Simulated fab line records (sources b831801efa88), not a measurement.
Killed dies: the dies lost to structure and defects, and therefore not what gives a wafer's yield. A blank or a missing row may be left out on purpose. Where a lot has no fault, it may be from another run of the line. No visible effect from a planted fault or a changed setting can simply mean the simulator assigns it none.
Which tool was responsible? | flow gf180mcu | 6 lots with 18 wafers sampled at 3 steps, on a route of 602 steps

WHAT EACH GAUGE READ, for each wafer
GF_V5_BOW_MEAS_05.
lot  | measured     | on            | V5_BOW (um)
L204 | day 27 07:23 | film metro-04 | 134 135 137
L211 | day 29 13:22 | film metro-04 | 122 145 124
L214 | day 30 08:46 | film metro-04 | 123 132 137
L219 | day 31 18:06 | film metro-01 | 129 125 142
L221 | day 32 05:14 | film metro-02 | 140 132 146
L223 | day 32 17:07 | film metro-02 | 126 137 141

WHAT TOOL EACH LOT RAN ON (gives the tool, then ch and the chambers of the sampled wafers, and finally the start)
lot  | GF_HV_LDD_STRIP_22                   | GF_M5_METAL_ETCH_10
L204 | plasma asher-03 ch 0,1, day 11 16:28 | rie metal-03 ch 0, day 27 06:08
L211 | plasma asher-01 ch 0,1, day 13 21:00 | rie metal-03 ch 0,1, day 29 12:07
L214 | plasma asher-03 ch 0,1, day 14 17:52 | rie metal-03 ch 1, day 30 07:09
L219 | plasma asher-02 ch 0,1, day 16 11:50 | rie metal-02 ch 0,1, day 31 16:53
L221 | plasma asher-01 ch 0,1, day 17 04:10 | rie metal-02 ch 0,1, day 32 03:47
L223 | plasma asher-03 ch 0,1, day 17 18:31 | rie metal-03 ch 0, day 32 15:53
- GF_HV_LDD_STRIP_22: strips in O2/N2.
- GF_M5_METAL_ETCH_10: etches the open film in Cl2/BCl3, stops on SiO2, target depth 627.5 nm, time 104.6 s.

THE ANSWER, worked out from the rows above alone
Rule: the lots themselves supply what counts as usual. Put in order of their means at a reading, lots are off if they are a third of the lots or fewer, leave a main group of 4 or more, and stand apart from it by a gap of 3 or more times the standard deviation of the main group's means; of several such gaps the widest counts. Not used: any main group whose means are identical at the precision the tables above print for the reading. A lot without any number at a reading at which 4 lots or more have one is off too. Where the step has rows for the other lots, those lots are counted as sound.
Nothing can be told from this: no lot is off at any reading shown.

WHAT HAD BEEN PUT IN BY THE SIMULATOR
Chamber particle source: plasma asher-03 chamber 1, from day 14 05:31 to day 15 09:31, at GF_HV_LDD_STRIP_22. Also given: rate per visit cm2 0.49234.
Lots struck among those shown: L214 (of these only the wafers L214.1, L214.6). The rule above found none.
